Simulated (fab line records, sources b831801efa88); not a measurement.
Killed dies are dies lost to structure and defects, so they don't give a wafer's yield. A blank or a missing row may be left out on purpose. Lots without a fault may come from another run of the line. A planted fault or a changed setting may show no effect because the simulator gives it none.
Which tool did it? | flow sky130 | 6 lots, 18 wafers sampled, at 1 step of a route of 708

WHAT THE GAUGES READ, wafer by wafer
SKY_VT_ADJUST_LVTN_TW_MEAS_21.
lot  | measured     | on            | VT_ADJUST_LVTN_2_TW
L592 | day 8 02:50  | film_metro-03 | 189.6 187.8 188.8
L596 | day 9 19:11  | film_metro-03 | 190.2 189.3 188.1
L601 | day 10 22:02 | film_metro-01 | 186.4 186.7 186.5
L605 | day 11 18:22 | film_metro-03 | 188.4 188.8 187.7
L610 | day 13 01:51 | film_metro-01 | 186.3 186.9 186.1
L612 | day 13 23:31 | film_metro-01 | 187.0 186.7 187.1

WHICH TOOL RAN EACH LOT (tool, then ch and the chambers of the sampled wafers, then the start)
The record holds no process step before these readings.

THE ANSWER, worked out from the rows above alone
Rule: what is usual is taken from the lots themselves. Put in order of their means at a reading, lots are off if they are a third of the lots or fewer, leave a main group of 4 or more, and stand apart from it by a gap of 3 or more times the standard deviation of the main group's means; of several such gaps the widest counts. A main group whose means are all the same, to the digits that the tables above print for the reading, isn't used. A lot without any number at a reading at which 4 lots or more have one is off too. The other lots that the step has rows for count as sound.
No lot is off at any reading shown: from this, nothing can be told.

WHAT THE SIMULATOR HAD PUT IN
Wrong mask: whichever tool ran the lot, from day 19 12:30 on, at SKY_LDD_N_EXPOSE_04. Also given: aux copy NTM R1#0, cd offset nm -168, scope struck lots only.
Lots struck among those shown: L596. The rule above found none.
